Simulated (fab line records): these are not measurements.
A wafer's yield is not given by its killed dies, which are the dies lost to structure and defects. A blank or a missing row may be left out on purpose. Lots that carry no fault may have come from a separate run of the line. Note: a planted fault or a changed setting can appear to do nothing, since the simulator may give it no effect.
Lot-split experiment	flow sfq line	on a route of 325 steps: 5 lots, 23 wafers read

## THE SPLIT
At SFQ_TRILAYER_M8_DEP_EVAP_196 (material Au, target thk 180 nm, time 900 s), the setting time s was moved away from the recipe's 900 s on 8 of the 23 wafers read, by -13.8% to +12.8%. The other wafers ran this setting at the recipe's value.

## BETWEEN THE SPLIT AND THE READING: the file shows 1 step in between
- SFQ_M8_RS_MEAS_949: measures by four-point-probe

## THE READING
M8_AU_THK, in nm, at SFQ_M8_THK_MEAS_950 (measures by xrf). A value of 180.4 nm with a standard deviation of 2.1 nm is what fault-free wafers of this fab line usually give.

wafer	tool, chamber at the split	time s as run, s	against the recipe	M8_AU_THK, nm	against lot-mates on the recipe
L074.1	pvd sputter-01, -	900	recipe	179.4	-
L074.4	pvd sputter-01, -	900	recipe	178.3	-
L074.6	pvd sputter-01, -	900	recipe	181.0	-
L077.1	pvd sputter-02, -	900	recipe	179.5	-
L077.2	pvd sputter-02, -	900	recipe	177.5	-
L077.4	pvd sputter-02, -	775.8	-13.8%	153.5	-25.0
L077.5	pvd sputter-02, -	775.8	-13.8%	152.4	-26.1
L077.6	pvd sputter-02, -	775.8	-13.8%	152.8	-25.7
L080.1	pvd sputter-01, -	900	recipe	179.7	-
L080.2	pvd sputter-01, -	900	recipe	181.7	-
L080.3	pvd sputter-01, -	900	recipe	179.5	-
L080.5	pvd sputter-01, -	900	recipe	181.9	-
L080.6	pvd sputter-01, -	900	recipe	182.1	-
L081.2	pvd sputter-02, -	900	recipe	183.9	-
L081.3	pvd sputter-02, -	900	recipe	182.2	-
L081.4	pvd sputter-02, -	848.8	-5.7%	171.6	-10.5
L081.5	pvd sputter-02, -	900	recipe	180.2	-
L081.6	pvd sputter-02, -	848.8	-5.7%	171.7	-10.4
L083.1	pvd sputter-02, -	1015	+12.8%	205.7	+25.1
L083.2	pvd sputter-02, -	1015	+12.8%	203.1	+22.5
L083.3	pvd sputter-02, -	900	recipe	181.8	-
L083.4	pvd sputter-02, -	900	recipe	179.4	-
L083.6	pvd sputter-02, -	1015	+12.8%	204.8	+24.2

THE FIT
A straight line over all 23 wafers: M8_AU_THK changes by +1.92 nm for each +1% of time s; r = +0.99; the points scatter about the line by 1.7 nm.
The same after taking each lot's own level away (the mean of its wafers on the recipe; 23 wafers): +1.86 nm for each +1%; r = +1.00; scatter 1.1 nm.
Per that fit: largest time s move, reading shift of 26 nm.
The span of the lots' own levels, 178.50 to 182.10 nm, comes to 1.7 times the standard deviation stated above.
Consequently the slope shifts little with the lot-to-lot level, the two slopes agreeing.
Check: -25.8 nm against its lot-mates is what the line predicts for one of the wafers moved furthest among these (-13.8%) when that wafer is left out of the fit. It came out at -25 nm against them.

## THE WHOLE CHAIN: every reading that the file lists as answering this split, in the file's order
step	what it does	reading	change (the file's fit)	r (the file's)
SFQ_TRILAYER_M8_DEP_EVAP_196	material Au, target thk 180 nm, time 900 s	Au_of_TRILAYER_M8_DEP_EVAP_196.thk nm (the simulator's own value, which no gauge read)	+1.87 nm for each +1% of the setting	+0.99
SFQ_M8_RS_MEAS_949	measures by four-point-probe	M8_AU_RS	-0.00166 for each +1% of the setting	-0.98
SFQ_M8_THK_MEAS_950	measures by xrf	M8_AU_THK	+1.86 for each +1% of the setting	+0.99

## THE FILE'S OWN FIT
M8_AU_THK changes by +1.86 nm for each +1% of time s, r = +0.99.
